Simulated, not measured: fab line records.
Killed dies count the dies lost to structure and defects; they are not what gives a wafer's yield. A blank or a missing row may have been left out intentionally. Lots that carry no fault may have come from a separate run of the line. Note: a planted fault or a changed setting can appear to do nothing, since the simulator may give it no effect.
Which tool is to blame? -- flow gf180mcu -- 36 wafers from 12 lots sampled at 5 of the route's 602 steps

## WHAT THE GAUGES SHOWED, per wafer
GF_V4_THK_MEAS_01.
lot,measured,on,V4_CVD_00_THK (nm)
L924,day 23 15:57,film metro-04,597 597 596
L925,day 23 16:09,film metro-02,593 599 599
L926,day 24 07:25,film metro-04,589 597 596
L929,day 25 07:52,film metro-03,598 599 608
L933,day 26 17:21,film metro-02,603 601 607
L934,day 26 22:14,film metro-04,601 720 599 600 720 600
L935,day 27 04:19,film metro-04,722 604 606 723 605 606
L938,day 28 03:57,film metro-02,601 604 600
L939,day 28 11:43,film metro-04,597 601 595
L940,day 28 17:20,film metro-03,597 611 594
L943,day 29 18:26,film metro-03,580 590 594
L947,day 30 21:04,film metro-03,602 598 608

GF_V4_OVL_MEAS_15.
lot,measured,on,V4_OVL (nm)
L924,day 24 14:32,overlay-02,15 9 6
L925,day 24 15:05,overlay-02,-5 -6 -8
L926,day 25 05:55,overlay-01,0 -8 -2
L929,day 26 05:04,overlay-01,-4 -6 -5
L933,day 27 14:39,overlay-01,1 4 9
L934,day 27 20:04,overlay-01,-2 -7 -4
L935,day 28 01:22,overlay-01,3 1 4
L938,day 29 00:31,overlay-02,0 4 4
L939,day 29 06:45,overlay-01,-2 2 5
L940,day 29 13:31,overlay-02,-6 7 -2
L943,day 30 13:40,overlay-01,5 5 4
L947,day 31 14:52,overlay-02,-1 2 -5

## WHAT TOOL EACH LOT RAN ON (gives the tool, then ch and the chambers of the sampled wafers, and finally the start)
lot,GF_M4_SPUTTER_00,GF_M4_METAL_ETCH_16,GF_V4_CVD_00
L924,"pvd sputter-04, day 22 15:46","rie metal-04 ch 0,1, day 23 15:04","hdpcvd-02 ch 0,1,2, day 23 15:53"
L925,"pvd sputter-02, day 22 16:04","rie metal-02 ch 0,1, day 23 15:25","hdpcvd-02 ch 0,1,2, day 23 16:05"
L926,"pvd sputter-02, day 23 07:51","rie metal-02 ch 0,1, day 24 06:40","hdpcvd-01 ch 0,1,2, day 24 07:20"
L929,"pvd sputter-03, day 24 08:30","rie metal-02 ch 0,1, day 25 06:43","hdpcvd-02 ch 0,2, day 25 07:46"
L933,"pvd sputter-04, day 25 19:02","rie metal-01 ch 0,1, day 26 16:39","hdpcvd-02 ch 0,1,2, day 26 17:16"
L934,"pvd sputter-03, day 26 00:04","rie metal-01 ch 0,1, day 26 21:31","hdpcvd-02 ch 1,2, day 26 22:10"
L935,"pvd sputter-03, day 26 06:25","rie metal-04 ch 1, day 27 03:30","hdpcvd-02 ch 0,1,2, day 27 04:13"
L938,"pvd sputter-03, day 27 06:35","rie metal-04 ch 0,1, day 28 03:13","hdpcvd-01 ch 1,2, day 28 03:53"
L939,"pvd sputter-03, day 27 14:47","rie metal-04 ch 0,1, day 28 11:01","hdpcvd-01 ch 0,1,2, day 28 11:38"
L940,"pvd sputter-03, day 27 20:25","rie metal-02 ch 0,1, day 28 16:31","hdpcvd-01 ch 0,1,2, day 28 17:10"
L943,"pvd sputter-04, day 28 22:20","rie metal-02 ch 1, day 29 17:41","hdpcvd-01 ch 0,1,2, day 29 18:21"
L947,"pvd sputter-02, day 30 01:26","rie metal-02 ch 0,1, day 30 20:19","hdpcvd-01 ch 0,2, day 30 21:00"
- GF_M4_SPUTTER_00: material Ti, target thk 37.5 nm, time 150 s.
- GF_M4_METAL_ETCH_16: etches the open film in Cl2/BCl3, stops on SiO2, target depth 627.5 nm, time 104.6 s.
- GF_V4_CVD_00: deposits SiO2, target thk 600 nm, time 100 s.

## AS READ BY THE TOOLS THEMSELVES (means over the sampled wafers that have a number; for cases with no such wafer, the mark the record gives instead)
GF_M4_SPUTTER_00.
lot,tool,cathode dc power W (W),throttle valve pct (%)
L924,pvd sputter-04,3999.2,30.2
L925,pvd sputter-02,3999.6,30.3
L926,pvd sputter-02,3999.6,30.2
L929,pvd sputter-03,3999.6,30.8
L933,pvd sputter-04,3998.9,29.4
L934,pvd sputter-03,3999.7,30.4
L935,pvd sputter-03,4000.2,30.3
L938,pvd sputter-03,3999.8,30.8
L939,pvd sputter-03,4000.4,30.7
L940,pvd sputter-03,3999.9,30.5
L943,pvd sputter-04,4000.6,30.2
L947,pvd sputter-02,3999.5,29.8

GF_M4_METAL_ETCH_16.
lot,tool,drypump motor current A (A),oes product au (a.u.),throttle valve pct (%)
L924,rie metal-04,5.6,0.982,28.235
L925,rie metal-02,5.1,0.975,28.246
L926,rie metal-02,5.2,0.980,28.240
L929,rie metal-02,5.2,0.975,28.252
L933,rie metal-01,6.2,0.974,28.254
L934,rie metal-01,6.2,0.969,28.248
L935,rie metal-04,5.4,0.969,28.260
L938,rie metal-04,5.8,0.974,28.253
L939,rie metal-04,5.8,0.972,28.246
L940,rie metal-02,5.1,0.976,28.252
L943,rie metal-02,5.0,0.971,28.248
L947,rie metal-02,5.2,0.980,28.249

GF_V4_CVD_00.
lot,tool,pressure mtorr (mTorr),sih4 flow sccm (sccm)
L924,hdpcvd-02,5.989,59.84
L925,hdpcvd-02,5.988,60.10
L926,hdpcvd-01,5.990,59.94
L929,hdpcvd-02,6.011,59.92
L933,hdpcvd-02,6.003,59.97
L934,hdpcvd-02,6.001,63.86
L935,hdpcvd-02,6.014,64.01
L938,hdpcvd-01,5.991,60.06
L939,hdpcvd-01,6.010,60.01
L940,hdpcvd-01,6.007,59.97
L943,hdpcvd-01,6.001,59.99
L947,hdpcvd-01,6.003,60.22

## THE ANSWER, worked out from the rows above alone
Rule: the usual values come from the lots themselves. Put in order of their means at a reading, lots are off if they are a third of the lots or fewer, leave a main group of 4 or more, and stand apart from it by a gap of 3 or more times the standard deviation of the main group's means; of several such gaps the widest counts. A main group is skipped when, at the precision printed for the reading in the tables above, its means are all equal. Also off: a lot with no number at a reading for which 4 or more lots have one. Any other lot the step has rows for is counted as sound. After the gauges, taken in route order, come the tools' own readings; for these a lot's mean is taken, as printed above. The first step at which some lot is off is used, and at that step the reading that is off furthest; a lot without a number counts as furthest.
Off: at GF_V4_THK_MEAS_01 (V4_CVD_00_THK), L934, L935. For the main group the mean is 598 nm and the standard deviation 4.5.
A tool fits if, at a process step before that reading, it ran every lot that is off, and no sound lot after the first of them. Not tried: the gauges at GF_V4_THK_MEAS_01; whatever is off there is also off at GF_V4_CVD_00, on other tools, and gauge error can't account for it. One candidate fits, namely hdpcvd-02 at GF_V4_CVD_00. A fault onset in the window from L933 (day 26 17:16, its last sound lot) to L934 (day 26 22:10, its first lot off) fits.
On the lots that are off, the tool's own readings at GF_V4_CVD_00 differ by more than 5 times the standard deviation of the sound lots' means, which bears it out; sih4 flow sccm reads 63.94 sccm there versus 60.00 sccm on the sound lots.

## WHAT THE SIMULATOR HAD INSERTED
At GF_V4_CVD_00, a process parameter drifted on hdpcvd-02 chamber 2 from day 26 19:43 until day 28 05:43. Setting sih4 flow sccm, moved by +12, from 60. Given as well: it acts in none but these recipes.
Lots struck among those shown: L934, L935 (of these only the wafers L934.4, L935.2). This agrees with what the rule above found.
